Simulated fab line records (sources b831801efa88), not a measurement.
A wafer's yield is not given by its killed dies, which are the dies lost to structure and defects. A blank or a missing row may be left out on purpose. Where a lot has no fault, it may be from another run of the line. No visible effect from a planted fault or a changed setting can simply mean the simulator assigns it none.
fab line records || flow sky130 || part 2 of 2: steps 27 to 36 of 36
record: {"lots": 5, "wafers": 15, "last-day": 50}
route steps=708 shown SONOS_ONO@184 GATE_OXIDE@187 POLY_GATE@204 RES_PROTECT@206
lots with no fault: from the same line, run without faults
start-h: hours from the record's opening day to when the first of the lot's shown wafers began || wait-h: hours elapsed since this lot's preceding step || " same as the row above || L1.1+2: one row covering several wafers at once || - value missing, or start not given || * or withheld: withheld || < > ~ a bound
route shown NAME@n: names a module that has steps shown in the file, with the first one's number in the route || usual: mean/standard deviation taken from wafers without a fault || same: alike in all rows || chamber/n: place in a boat || sites: readings site by site || _std_site: their standard deviation || _edge_site: outer sites' mean less inner sites' || radius-mm: for every site, how far away it sits from the centre of the wafer || mask NAME#n: copy n || behind: the most recent tool/chamber to have shaped the wafer || hold: why the lot went on hold/how many hours it stayed there/how the hold came to an end || device: the n, p or np transistor that did not switch || end of line: the route-end tests of the same wafers || step lacking rows: just its recipe || killed: at the first sort, the dies lost to defects and structure; wafer yield is something else || map: dies across one wafer; x = killed, . = not, _ = none there
set.NAME: the setting as run; set.NAME@STEP: as run at that earlier step || model.NAME: the simulator's own value behind a step, which no gauge read
lots at some steps of the route; a table a step, a row a wafer
services: from which hour (start-h, from the record's first day; less than 0 if before it) a tool's chamber was out of use, for how many hours, and why
== steps ==
step: SKY_RES_PROTECT_EXPOSE_04
recipe: {"mask-id": "RPM", "na": 0.6, "source-shape": "conventional", "sigma-outer": 0.6, "polarization": "unpolarized", "target-cd-nm": 1270, "dose-mj": 131}
usual: {"exposure-dose-mJ-cm2": "131.02/0.14", "stage-vel-mm-s": "500.01/0.27"}
same: {"sigma-outer": 0.6}
{"lot.wafer": "L076.1", "tool": "iline-stepper-01", "chamber": 0, "start-h": "-", "wait-h": "-", "mask": "RPM#0", "exposure-dose-mJ-cm2": 131.01, "stage-vel-mm-s": 499.96}
{"lot.wafer": "L076.3", "tool": "iline-stepper-01", "chamber": 0, "start-h": "-", "wait-h": "-", "mask": "RPM#0", "exposure-dose-mJ-cm2": 130.88, "stage-vel-mm-s": 500.18}
{"lot.wafer": "L076.4", "tool": "iline-stepper-01", "chamber": 0, "start-h": "-", "wait-h": "-", "mask": "RPM#0", "exposure-dose-mJ-cm2": 130.80, "stage-vel-mm-s": 500.52}
{"lot.wafer": "L079.4", "tool": "iline-stepper-01", "chamber": 0, "start-h": "-", "wait-h": "-", "mask": "RPM#0", "exposure-dose-mJ-cm2": 131.01, "stage-vel-mm-s": 499.93}
{"lot.wafer": "L079.5", "tool": "iline-stepper-01", "chamber": 0, "start-h": "-", "wait-h": "-", "mask": "RPM#0", "exposure-dose-mJ-cm2": 131.10, "stage-vel-mm-s": 499.95}
{"lot.wafer": "L079.6", "tool": "iline-stepper-01", "chamber": 0, "start-h": "-", "wait-h": "-", "mask": "RPM#0", "exposure-dose-mJ-cm2": 130.80, "stage-vel-mm-s": 500.13}
{"lot.wafer": "L088.2", "tool": "iline-stepper-02", "chamber": 0, "start-h": "-", "wait-h": "-", "mask": "RPM#0", "exposure-dose-mJ-cm2": 131.00, "stage-vel-mm-s": 500.61}
{"lot.wafer": "L088.4", "tool": "iline-stepper-02", "chamber": 0, "start-h": "-", "wait-h": "-", "mask": "RPM#0", "exposure-dose-mJ-cm2": 130.88, "stage-vel-mm-s": 500.28}
{"lot.wafer": "L088.6", "tool": "iline-stepper-02", "chamber": 0, "start-h": "-", "wait-h": "-", "mask": "RPM#0", "exposure-dose-mJ-cm2": 131.15, "stage-vel-mm-s": 500.23}
{"lot.wafer": "L092.2", "tool": "iline-stepper-02", "chamber": 0, "start-h": "-", "wait-h": "-", "mask": "RPM#0", "exposure-dose-mJ-cm2": 130.87, "stage-vel-mm-s": 500.37}
{"lot.wafer": "L092.4", "tool": "iline-stepper-02", "chamber": 0, "start-h": "-", "wait-h": "-", "mask": "RPM#0", "exposure-dose-mJ-cm2": 131.08, "stage-vel-mm-s": 499.91}
{"lot.wafer": "L092.6", "tool": "iline-stepper-02", "chamber": 0, "start-h": "-", "wait-h": "-", "mask": "RPM#0", "exposure-dose-mJ-cm2": 130.80, "stage-vel-mm-s": 500.05}
{"lot.wafer": "L094.2", "tool": "iline-stepper-01", "chamber": 0, "start-h": "-", "wait-h": "-", "mask": "RPM#0", "exposure-dose-mJ-cm2": 131.22, "stage-vel-mm-s": 500.33}
{"lot.wafer": "L094.3", "tool": "iline-stepper-01", "chamber": 0, "start-h": "-", "wait-h": "-", "mask": "RPM#0", "exposure-dose-mJ-cm2": 130.99, "stage-vel-mm-s": 499.94}
{"lot.wafer": "L094.4", "tool": "iline-stepper-01", "chamber": 0, "start-h": "-", "wait-h": "-", "mask": "RPM#0", "exposure-dose-mJ-cm2": 131.16, "stage-vel-mm-s": 500.09}
step: SKY_RES_PROTECT_PEB_05
recipe: {"temp-c": "withheld", "time-s": "*", "resist": "NOVOLAK"}
usual: {"chill-plate-temp-C": "*"}
{"lot.wafer": "L076.1", "tool": "litho-track-02", "chamber": 0, "start-h": "-", "wait-h": "-", "chill-plate-temp-C": "*"}
{"lot.wafer": "L076.3", "tool": "litho-track-02", "chamber": 0, "start-h": "-", "wait-h": "-", "chill-plate-temp-C": "*"}
{"lot.wafer": "L076.4", "tool": "litho-track-02", "chamber": 0, "start-h": "-", "wait-h": "-", "chill-plate-temp-C": "*"}
{"lot.wafer": "L079.4", "tool": "litho-track-04", "chamber": 0, "start-h": "-", "wait-h": "-", "chill-plate-temp-C": "*"}
{"lot.wafer": "L079.5", "tool": "litho-track-04", "chamber": 0, "start-h": "-", "wait-h": "-", "chill-plate-temp-C": "*"}
{"lot.wafer": "L079.6", "tool": "litho-track-04", "chamber": 0, "start-h": "-", "wait-h": "-", "chill-plate-temp-C": "*"}
{"lot.wafer": "L088.2", "tool": "litho-track-02", "chamber": 0, "start-h": "-", "wait-h": "-", "chill-plate-temp-C": "*"}
{"lot.wafer": "L088.4", "tool": "litho-track-02", "chamber": 0, "start-h": "-", "wait-h": "-", "chill-plate-temp-C": "*"}
{"lot.wafer": "L088.6", "tool": "litho-track-02", "chamber": 0, "start-h": "-", "wait-h": "-", "chill-plate-temp-C": "*"}
{"lot.wafer": "L092.2", "tool": "litho-track-03", "chamber": 0, "start-h": "-", "wait-h": "-", "chill-plate-temp-C": "*"}
{"lot.wafer": "L092.4", "tool": "litho-track-03", "chamber": 0, "start-h": "-", "wait-h": "-", "chill-plate-temp-C": "*"}
{"lot.wafer": "L092.6", "tool": "litho-track-03", "chamber": 0, "start-h": "-", "wait-h": "-", "chill-plate-temp-C": "*"}
{"lot.wafer": "L094.2", "tool": "litho-track-02", "chamber": 0, "start-h": "-", "wait-h": "-", "chill-plate-temp-C": "*"}
{"lot.wafer": "L094.3", "tool": "litho-track-02", "chamber": 0, "start-h": "-", "wait-h": "-", "chill-plate-temp-C": "*"}
{"lot.wafer": "L094.4", "tool": "litho-track-02", "chamber": 0, "start-h": "-", "wait-h": "-", "chill-plate-temp-C": "*"}
step: SKY_RES_PROTECT_DEVELOP_06
recipe: {"resist": "NOVOLAK", "developer": "TMAH", "develop-time-s": 60, "dev-temp-c": 23}
usual: {"chill-plate-temp-C": "22.97/0.11"}
{"lot.wafer": "L076.1", "tool": "litho-track-02", "chamber": 0, "start-h": 348.49, "wait-h": 0.1, "chill-plate-temp-C": 23.04}
{"lot.wafer": "L076.3", "tool": "litho-track-02", "chamber": 0, "start-h": 348.49, "wait-h": 0.1, "chill-plate-temp-C": 23.06}
{"lot.wafer": "L076.4", "tool": "litho-track-02", "chamber": 0, "start-h": 348.49, "wait-h": 0.1, "chill-plate-temp-C": 23.11}
{"lot.wafer": "L079.4", "tool": "litho-track-04", "chamber": 0, "start-h": 367.15, "wait-h": 0.1, "chill-plate-temp-C": 23.16}
{"lot.wafer": "L079.5", "tool": "litho-track-04", "chamber": 0, "start-h": 367.15, "wait-h": 0.1, "chill-plate-temp-C": 23.17}
{"lot.wafer": "L079.6", "tool": "litho-track-04", "chamber": 0, "start-h": 367.15, "wait-h": 0.1, "chill-plate-temp-C": 23.11}
{"lot.wafer": "L088.2", "tool": "litho-track-02", "chamber": 0, "start-h": 462.22, "wait-h": 0.1, "chill-plate-temp-C": 22.98}
{"lot.wafer": "L088.4", "tool": "litho-track-02", "chamber": 0, "start-h": 462.22, "wait-h": 0.1, "chill-plate-temp-C": 23.04}
{"lot.wafer": "L088.6", "tool": "litho-track-02", "chamber": 0, "start-h": 462.22, "wait-h": 0.1, "chill-plate-temp-C": 23.09}
{"lot.wafer": "L092.2", "tool": "litho-track-03", "chamber": 0, "start-h": 492.28, "wait-h": 0.1, "chill-plate-temp-C": 22.94}
{"lot.wafer": "L092.4", "tool": "litho-track-03", "chamber": 0, "start-h": 492.28, "wait-h": 0.1, "chill-plate-temp-C": 22.80}
{"lot.wafer": "L092.6", "tool": "litho-track-03", "chamber": 0, "start-h": 492.28, "wait-h": 0.1, "chill-plate-temp-C": 22.92}
{"lot.wafer": "L094.2", "tool": "litho-track-02", "chamber": 0, "start-h": 519.32, "wait-h": 0.1, "chill-plate-temp-C": 23.03}
{"lot.wafer": "L094.3", "tool": "litho-track-02", "chamber": 0, "start-h": 519.32, "wait-h": 0.1, "chill-plate-temp-C": 22.94}
{"lot.wafer": "L094.4", "tool": "litho-track-02", "chamber": 0, "start-h": 519.32, "wait-h": 0.1, "chill-plate-temp-C": 23.04}
step: SKY_POLY_GATE_IMPLANT_02
recipe: {"species": "P", "energy-kev": 30, "dose-cm2": 7.7e+15, "tilt-deg": 0}
{"lot.wafer": "L076.1+3+4", "tool": "implanter-03", "chamber": 0, "start-h": 348.64, "wait-h": 0.1}
{"lot.wafer": "L079.4+5+6", "tool": "implanter-02", "chamber": 0, "start-h": 367.30, "wait-h": 0.1}
{"lot.wafer": "L088.2+4+6", "tool": "implanter-01", "chamber": 0, "start-h": 462.37, "wait-h": 0.1}
{"lot.wafer": "L092.2+4+6", "tool": "implanter-03", "chamber": 0, "start-h": 492.43, "wait-h": 0.1}
{"lot.wafer": "L094.2+3+4", "tool": "implanter-03", "chamber": 0, "start-h": 519.47, "wait-h": 0.1}
step: SKY_RES_PROTECT_STRIP_07
recipe: {"chemistry": "O2/N2", "power-w": 1400, "pressure-mtorr": 1500, "platen-temp-c": "withheld", "o2-flow-sccm": 3000, "n2-flow-sccm": 300, "overash-fraction": 0.5}
usual: {"drypump-motor-current-A": "5.5/0.41", "oes-product-au": "0.517/0.0046", "strip-time-to-endpoint-s": "23.32/0.05"}
{"lot.wafer": "L076.1", "tool": "plasma-asher-03", "chamber": 1, "start-h": 348.79, "wait-h": 0.1, "drypump-motor-current-A": 5.8, "oes-product-au": 0.511, "rf-hours-counter-h": 52, "strip-time-to-endpoint-s": 23.35}
{"lot.wafer": "L076.3", "tool": "plasma-asher-03", "chamber": 0, "start-h": 348.79, "wait-h": 0.1, "drypump-motor-current-A": 5.4, "oes-product-au": 0.517, "rf-hours-counter-h": "-", "strip-time-to-endpoint-s": 23.38}
{"lot.wafer": "L076.4", "tool": "plasma-asher-03", "chamber": 1, "start-h": 348.79, "wait-h": 0.1, "drypump-motor-current-A": 5.7, "oes-product-au": 0.524, "rf-hours-counter-h": "-", "strip-time-to-endpoint-s": 23.36}
{"lot.wafer": "L079.4", "tool": "plasma-asher-03", "chamber": 1, "start-h": 367.40, "wait-h": 0.1, "drypump-motor-current-A": 5.8, "oes-product-au": 0.513, "rf-hours-counter-h": "-", "strip-time-to-endpoint-s": 23.36}
{"lot.wafer": "L079.5", "tool": "plasma-asher-03", "chamber": 0, "start-h": 367.40, "wait-h": 0.1, "drypump-motor-current-A": 5.4, "oes-product-au": 0.521, "rf-hours-counter-h": "-", "strip-time-to-endpoint-s": 23.41}
{"lot.wafer": "L079.6", "tool": "plasma-asher-03", "chamber": 1, "start-h": 367.40, "wait-h": 0.1, "drypump-motor-current-A": 5.8, "oes-product-au": 0.520, "rf-hours-counter-h": "-", "strip-time-to-endpoint-s": 23.42}
{"lot.wafer": "L088.2", "tool": "plasma-asher-03", "chamber": 1, "start-h": 462.49, "wait-h": 0.1, "drypump-motor-current-A": 5.8, "oes-product-au": 0.518, "rf-hours-counter-h": 63, "strip-time-to-endpoint-s": 23.38}
{"lot.wafer": "L088.4", "tool": "plasma-asher-03", "chamber": 1, "start-h": 462.49, "wait-h": 0.1, "drypump-motor-current-A": 5.8, "oes-product-au": 0.521, "rf-hours-counter-h": "-", "strip-time-to-endpoint-s": 23.39}
{"lot.wafer": "L088.6", "tool": "plasma-asher-03", "chamber": 0, "start-h": 462.49, "wait-h": 0.1, "drypump-motor-current-A": 5.4, "oes-product-au": 0.518, "rf-hours-counter-h": "-", "strip-time-to-endpoint-s": 23.38}
{"lot.wafer": "L092.2", "tool": "plasma-asher-03", "chamber": 0, "start-h": 492.55, "wait-h": 0.1, "drypump-motor-current-A": 5.4, "oes-product-au": 0.515, "rf-hours-counter-h": 66, "strip-time-to-endpoint-s": 23.30}
{"lot.wafer": "L092.4", "tool": "plasma-asher-03", "chamber": 1, "start-h": 492.55, "wait-h": 0.1, "drypump-motor-current-A": 5.8, "oes-product-au": 0.511, "rf-hours-counter-h": "-", "strip-time-to-endpoint-s": 23.33}
{"lot.wafer": "L092.6", "tool": "plasma-asher-03", "chamber": 0, "start-h": 492.55, "wait-h": 0.1, "drypump-motor-current-A": 5.3, "oes-product-au": 0.525, "rf-hours-counter-h": "-", "strip-time-to-endpoint-s": 23.33}
{"lot.wafer": "L094.2", "tool": "plasma-asher-02", "chamber": 0, "start-h": 519.60, "wait-h": 0.1, "drypump-motor-current-A": 5.3, "oes-product-au": 0.518, "rf-hours-counter-h": 40, "strip-time-to-endpoint-s": 23.30}
{"lot.wafer": "L094.3", "tool": "plasma-asher-02", "chamber": 1, "start-h": 519.60, "wait-h": 0.1, "drypump-motor-current-A": 5.4, "oes-product-au": 0.514, "rf-hours-counter-h": "-", "strip-time-to-endpoint-s": 23.25}
{"lot.wafer": "L094.4", "tool": "plasma-asher-02", "chamber": 0, "start-h": 519.60, "wait-h": 0.1, "drypump-motor-current-A": 5.3, "oes-product-au": 0.526, "rf-hours-counter-h": "-", "strip-time-to-endpoint-s": 23.26}
step: SKY_RES_PROTECT_TW_MEAS_08
usual: {"POLY_GATE_TW": "4077/41"}
{"lot.wafer": "L076.1", "tool": "film-metro-03", "chamber": "-", "start-h": 348.89, "wait-h": 0.1, "POLY_GATE_TW": 4132}
{"lot.wafer": "L076.3", "tool": "film-metro-03", "chamber": "-", "start-h": 348.89, "wait-h": 0.1, "POLY_GATE_TW": 4126}
{"lot.wafer": "L076.4", "tool": "film-metro-03", "chamber": "-", "start-h": 348.89, "wait-h": 0.1, "POLY_GATE_TW": 4115}
{"lot.wafer": "L079.4", "tool": "film-metro-04", "chamber": "-", "start-h": 367.50, "wait-h": 0.1, "POLY_GATE_TW": 4019}
{"lot.wafer": "L079.5", "tool": "film-metro-04", "chamber": "-", "start-h": 367.50, "wait-h": 0.1, "POLY_GATE_TW": 4018}
{"lot.wafer": "L079.6", "tool": "film-metro-04", "chamber": "-", "start-h": 367.50, "wait-h": 0.1, "POLY_GATE_TW": 4048}
{"lot.wafer": "L088.2", "tool": "film-metro-03", "chamber": "-", "start-h": 462.60, "wait-h": 0.1, "POLY_GATE_TW": 4103}
{"lot.wafer": "L088.4", "tool": "film-metro-03", "chamber": "-", "start-h": 462.60, "wait-h": 0.1, "POLY_GATE_TW": 4089}
{"lot.wafer": "L088.6", "tool": "film-metro-03", "chamber": "-", "start-h": 462.60, "wait-h": 0.1, "POLY_GATE_TW": 4087}
{"lot.wafer": "L092.2", "tool": "film-metro-01", "chamber": "-", "start-h": 492.66, "wait-h": 0.1, "POLY_GATE_TW": 4059}
{"lot.wafer": "L092.4", "tool": "film-metro-01", "chamber": "-", "start-h": 492.66, "wait-h": 0.1, "POLY_GATE_TW": 4049}
{"lot.wafer": "L092.6", "tool": "film-metro-01", "chamber": "-", "start-h": 492.66, "wait-h": 0.1, "POLY_GATE_TW": 4037}
{"lot.wafer": "L094.2", "tool": "film-metro-01", "chamber": "-", "start-h": 519.71, "wait-h": 0.1, "POLY_GATE_TW": 4078}
{"lot.wafer": "L094.3", "tool": "film-metro-01", "chamber": "-", "start-h": 519.71, "wait-h": 0.1, "POLY_GATE_TW": 4074}
{"lot.wafer": "L094.4", "tool": "film-metro-01", "chamber": "-", "start-h": 519.71, "wait-h": 0.1, "POLY_GATE_TW": 4063}
step: SKY_RES_PROTECT_CLEAN_09
recipe: {"chemistry": "SC1/SC2", "mix": "1:4:20", "temp-c": 70, "time-s": 150, "dry": "n2-spin"}
{"lot.wafer": "L076.1+3+4", "tool": "wet-bench-01", "chamber": 3, "start-h": 348.95, "wait-h": 0.1}
{"lot.wafer": "L079.4+5+6", "tool": "wet-bench-04", "chamber": 3, "start-h": 367.53, "wait-h": 0.0}
{"lot.wafer": "L088.2+4+6", "tool": "wet-bench-01", "chamber": 3, "start-h": 462.65, "wait-h": 0.0}
{"lot.wafer": "L092.2+4+6", "tool": "wet-bench-02", "chamber": 1, "start-h": 492.71, "wait-h": 0.0}
{"lot.wafer": "L094.2+3+4", "tool": "wet-bench-01", "chamber": 0, "start-h": 519.76, "wait-h": 0.0}
step: SKY_POLY_GATE_CVD_03
recipe: {"material": "Si3N4", "precursor": "DCS/NH3", "target-thk-nm": 75, "temp-c": 770, "time-s": 1290, "pressure-mtorr": 250}
usual: {"spike-tc-bottom-C": "790.2/2.3", "zone-power-top-pct": "28.3/1.2"}
{"lot.wafer": "L076.1", "tool": "lpcvd-02", "chamber": 1, "start-h": 353.10, "wait-h": 4.1, "spike-tc-bottom-C": 792.1, "zone-power-top-pct": 29.4}
{"lot.wafer": "L076.3", "tool": "lpcvd-02", "chamber": 1, "start-h": 353.10, "wait-h": 4.1, "spike-tc-bottom-C": 792.7, "zone-power-top-pct": 29.3}
{"lot.wafer": "L076.4", "tool": "lpcvd-02", "chamber": 1, "start-h": 353.10, "wait-h": 4.1, "spike-tc-bottom-C": 792.4, "zone-power-top-pct": 28.9}
{"lot.wafer": "L079.4", "tool": "lpcvd-02", "chamber": 0, "start-h": 368.86, "wait-h": 1.3, "spike-tc-bottom-C": 786.7, "zone-power-top-pct": 27.0}
{"lot.wafer": "L079.5", "tool": "lpcvd-02", "chamber": 0, "start-h": 368.86, "wait-h": 1.3, "spike-tc-bottom-C": 786.8, "zone-power-top-pct": 26.7}
{"lot.wafer": "L079.6", "tool": "lpcvd-02", "chamber": 0, "start-h": 368.86, "wait-h": 1.3, "spike-tc-bottom-C": 788.9, "zone-power-top-pct": 26.8}
{"lot.wafer": "L088.2", "tool": "lpcvd-02", "chamber": 0, "start-h": 462.70, "wait-h": 0.0, "spike-tc-bottom-C": 787.9, "zone-power-top-pct": 26.9}
{"lot.wafer": "L088.4", "tool": "lpcvd-02", "chamber": 0, "start-h": 462.70, "wait-h": 0.0, "spike-tc-bottom-C": 788.3, "zone-power-top-pct": 27.0}
{"lot.wafer": "L088.6", "tool": "lpcvd-02", "chamber": 0, "start-h": 462.70, "wait-h": 0.0, "spike-tc-bottom-C": 787.9, "zone-power-top-pct": 26.6}
{"lot.wafer": "L092.2", "tool": "lpcvd-02", "chamber": 0, "start-h": 492.76, "wait-h": 0.0, "spike-tc-bottom-C": 787.7, "zone-power-top-pct": 26.7}
{"lot.wafer": "L092.4", "tool": "lpcvd-02", "chamber": 0, "start-h": 492.76, "wait-h": 0.0, "spike-tc-bottom-C": 787.7, "zone-power-top-pct": 27.2}
{"lot.wafer": "L092.6", "tool": "lpcvd-02", "chamber": 0, "start-h": 492.76, "wait-h": 0.0, "spike-tc-bottom-C": 786.9, "zone-power-top-pct": 27.3}
{"lot.wafer": "L094.2", "tool": "lpcvd-02", "chamber": 0, "start-h": 519.81, "wait-h": 0.0, "spike-tc-bottom-C": 789.0, "zone-power-top-pct": 26.9}
{"lot.wafer": "L094.3", "tool": "lpcvd-02", "chamber": 0, "start-h": 519.81, "wait-h": 0.0, "spike-tc-bottom-C": 786.6, "zone-power-top-pct": 27.1}
{"lot.wafer": "L094.4", "tool": "lpcvd-02", "chamber": 0, "start-h": 519.81, "wait-h": 0.0, "spike-tc-bottom-C": 787.3, "zone-power-top-pct": 26.7}
step: SKY_POLY_GATE_THK_MEAS_04
recipe: {"reads": "Si3N4_of_POLY_GATE_CVD_03"}
usual: {"POLY_GATE_CVD_03_THK": "74.9/0.53"}
{"lot.wafer": "L076.1", "tool": "film-metro-02", "chamber": "-", "start-h": 354.47, "wait-h": 0.0, "POLY_GATE_CVD_03_THK[nm]": 75.2}
{"lot.wafer": "L076.3", "tool": "film-metro-02", "chamber": "-", "start-h": 354.47, "wait-h": 0.0, "POLY_GATE_CVD_03_THK[nm]": 74.8}
{"lot.wafer": "L076.4", "tool": "film-metro-02", "chamber": "-", "start-h": 354.47, "wait-h": 0.0, "POLY_GATE_CVD_03_THK[nm]": 75.3}
{"lot.wafer": "L079.4", "tool": "film-metro-03", "chamber": "-", "start-h": 370.25, "wait-h": 0.0, "POLY_GATE_CVD_03_THK[nm]": 75.2}
{"lot.wafer": "L079.5", "tool": "film-metro-03", "chamber": "-", "start-h": 370.25, "wait-h": 0.0, "POLY_GATE_CVD_03_THK[nm]": 74.7}
{"lot.wafer": "L079.6", "tool": "film-metro-03", "chamber": "-", "start-h": 370.25, "wait-h": 0.0, "POLY_GATE_CVD_03_THK[nm]": 74.6}
{"lot.wafer": "L088.2", "tool": "film-metro-04", "chamber": "-", "start-h": 464.75, "wait-h": 0.0, "POLY_GATE_CVD_03_THK[nm]": 75.1}
{"lot.wafer": "L088.4", "tool": "film-metro-04", "chamber": "-", "start-h": 464.75, "wait-h": 0.0, "POLY_GATE_CVD_03_THK[nm]": 75.1}
{"lot.wafer": "L088.6", "tool": "film-metro-04", "chamber": "-", "start-h": 464.75, "wait-h": 0.0, "POLY_GATE_CVD_03_THK[nm]": 75.0}
{"lot.wafer": "L092.2", "tool": "film-metro-02", "chamber": "-", "start-h": 494.13, "wait-h": 0.0, "POLY_GATE_CVD_03_THK[nm]": 74.3}
{"lot.wafer": "L092.4", "tool": "film-metro-02", "chamber": "-", "start-h": 494.13, "wait-h": 0.0, "POLY_GATE_CVD_03_THK[nm]": 74.0}
{"lot.wafer": "L092.6", "tool": "film-metro-02", "chamber": "-", "start-h": 494.13, "wait-h": 0.0, "POLY_GATE_CVD_03_THK[nm]": 74.1}
{"lot.wafer": "L094.2", "tool": "film-metro-04", "chamber": "-", "start-h": 521.86, "wait-h": 0.0, "POLY_GATE_CVD_03_THK[nm]": 74.9}
{"lot.wafer": "L094.3", "tool": "film-metro-04", "chamber": "-", "start-h": 521.86, "wait-h": 0.0, "POLY_GATE_CVD_03_THK[nm]": 75.1}
{"lot.wafer": "L094.4", "tool": "film-metro-04", "chamber": "-", "start-h": 521.86, "wait-h": 0.0, "POLY_GATE_CVD_03_THK[nm]": 74.7}
step: SKY_POLY_GATE_DEHYDRATE_05
recipe: {"temp-c": 200, "time-s": 60}
usual: {"chill-plate-temp-C": "23.03/0.11"}
{"lot.wafer": "L076.1", "tool": "litho-track-03", "chamber": 0, "start-h": 368.30, "wait-h": 13.8, "chill-plate-temp-C": 23.03}
{"lot.wafer": "L076.3", "tool": "litho-track-03", "chamber": 0, "start-h": 368.30, "wait-h": 13.8, "chill-plate-temp-C": 23.15}
{"lot.wafer": "L076.4", "tool": "litho-track-03", "chamber": 0, "start-h": 368.30, "wait-h": 13.8, "chill-plate-temp-C": 23.16}
{"lot.wafer": "L079.4", "tool": "litho-track-02", "chamber": 0, "start-h": 383.47, "wait-h": 13.2, "chill-plate-temp-C": 22.92}
{"lot.wafer": "L079.5", "tool": "litho-track-02", "chamber": 0, "start-h": 383.47, "wait-h": 13.2, "chill-plate-temp-C": 23.21}
{"lot.wafer": "L079.6", "tool": "litho-track-02", "chamber": 0, "start-h": 383.47, "wait-h": 13.2, "chill-plate-temp-C": 23.02}
{"lot.wafer": "L088.2", "tool": "litho-track-01", "chamber": 0, "start-h": 478.68, "wait-h": 13.9, "chill-plate-temp-C": 23.11}
{"lot.wafer": "L088.4", "tool": "litho-track-01", "chamber": 0, "start-h": 478.68, "wait-h": 13.9, "chill-plate-temp-C": 23.11}
{"lot.wafer": "L088.6", "tool": "litho-track-01", "chamber": 0, "start-h": 478.68, "wait-h": 13.9, "chill-plate-temp-C": 22.98}
{"lot.wafer": "L092.2", "tool": "litho-track-01", "chamber": 0, "start-h": 508.83, "wait-h": 14.7, "chill-plate-temp-C": 23.11}
{"lot.wafer": "L092.4", "tool": "litho-track-01", "chamber": 0, "start-h": 508.83, "wait-h": 14.7, "chill-plate-temp-C": 23.10}
{"lot.wafer": "L092.6", "tool": "litho-track-01", "chamber": 0, "start-h": 508.83, "wait-h": 14.7, "chill-plate-temp-C": 22.89}
{"lot.wafer": "L094.2", "tool": "litho-track-03", "chamber": 0, "start-h": 536.78, "wait-h": 14.9, "chill-plate-temp-C": 23.09}
{"lot.wafer": "L094.3", "tool": "litho-track-03", "chamber": 0, "start-h": 536.78, "wait-h": 14.9, "chill-plate-temp-C": 23.04}
{"lot.wafer": "L094.4", "tool": "litho-track-03", "chamber": 0, "start-h": 536.78, "wait-h": 14.9, "chill-plate-temp-C": 23.00}
== services ==
{"tool": "furnace-02", "chamber": "-", "start-h": 275.78, "hours": 4.5, "kind": "pm"}
{"tool": "implanter-03", "chamber": "-", "start-h": 281.49, "hours": 1.7, "kind": "repair"}
{"tool": "lpcvd-01", "chamber": "-", "start-h": 283.17, "hours": 0.2, "kind": "repair"}
{"tool": "lpcvd-02", "chamber": "-", "start-h": 287.59, "hours": 1.3, "kind": "repair"}
{"tool": "implanter-03", "chamber": "-", "start-h": 291.64, "hours": 0.7, "kind": "repair"}
{"tool": "implanter-03", "chamber": "-", "start-h": 295.41, "hours": 1.8, "kind": "repair"}
{"tool": "implanter-03", "chamber": "-", "start-h": 327.84, "hours": 19.2, "kind": "pm"}
{"tool": "lpcvd-02", "chamber": "-", "start-h": 333.85, "hours": 14.6, "kind": "pm"}
{"tool": "furnace-02", "chamber": "-", "start-h": 347.51, "hours": 2.8, "kind": "pm"}
{"tool": "implanter-03", "chamber": "-", "start-h": 349.76, "hours": 10.3, "kind": "repair"}
{"tool": "furnace-02", "chamber": "-", "start-h": 354.80, "hours": 4.0, "kind": "pm"}
{"tool": "iline-stepper-01", "chamber": "-", "start-h": 358.81, "hours": 1.7, "kind": "pm"}
{"tool": "implanter-03", "chamber": "-", "start-h": 363.00, "hours": 1.7, "kind": "repair"}
{"tool": "iline-stepper-01", "chamber": "-", "start-h": 397.41, "hours": 4.4, "kind": "pm"}
{"tool": "furnace-01", "chamber": "-", "start-h": 419.37, "hours": 3.6, "kind": "pm"}
{"tool": "implanter-03", "chamber": "-", "start-h": 443.91, "hours": 0.6, "kind": "repair"}
{"tool": "plasma-asher-01", "chamber": "-", "start-h": 463.48, "hours": 1.9, "kind": "repair"}
{"tool": "lpcvd-01", "chamber": "-", "start-h": 484.32, "hours": 0.4, "kind": "repair"}
{"tool": "implanter-03", "chamber": "-", "start-h": 485.75, "hours": 3.7, "kind": "repair"}
{"tool": "lpcvd-01", "chamber": "-", "start-h": 501.23, "hours": 0.3, "kind": "repair"}
{"tool": "furnace-01", "chamber": "-", "start-h": 510.53, "hours": 2.3, "kind": "pm"}
{"tool": "plasma-asher-01", "chamber": "-", "start-h": 515.63, "hours": 0.7, "kind": "repair"}
{"tool": "wet-bench-02", "chamber": "-", "start-h": 520.35, "hours": 1.9, "kind": "pm"}
{"tool": "plasma-asher-01", "chamber": "-", "start-h": 536.44, "hours": 0.5, "kind": "repair"}
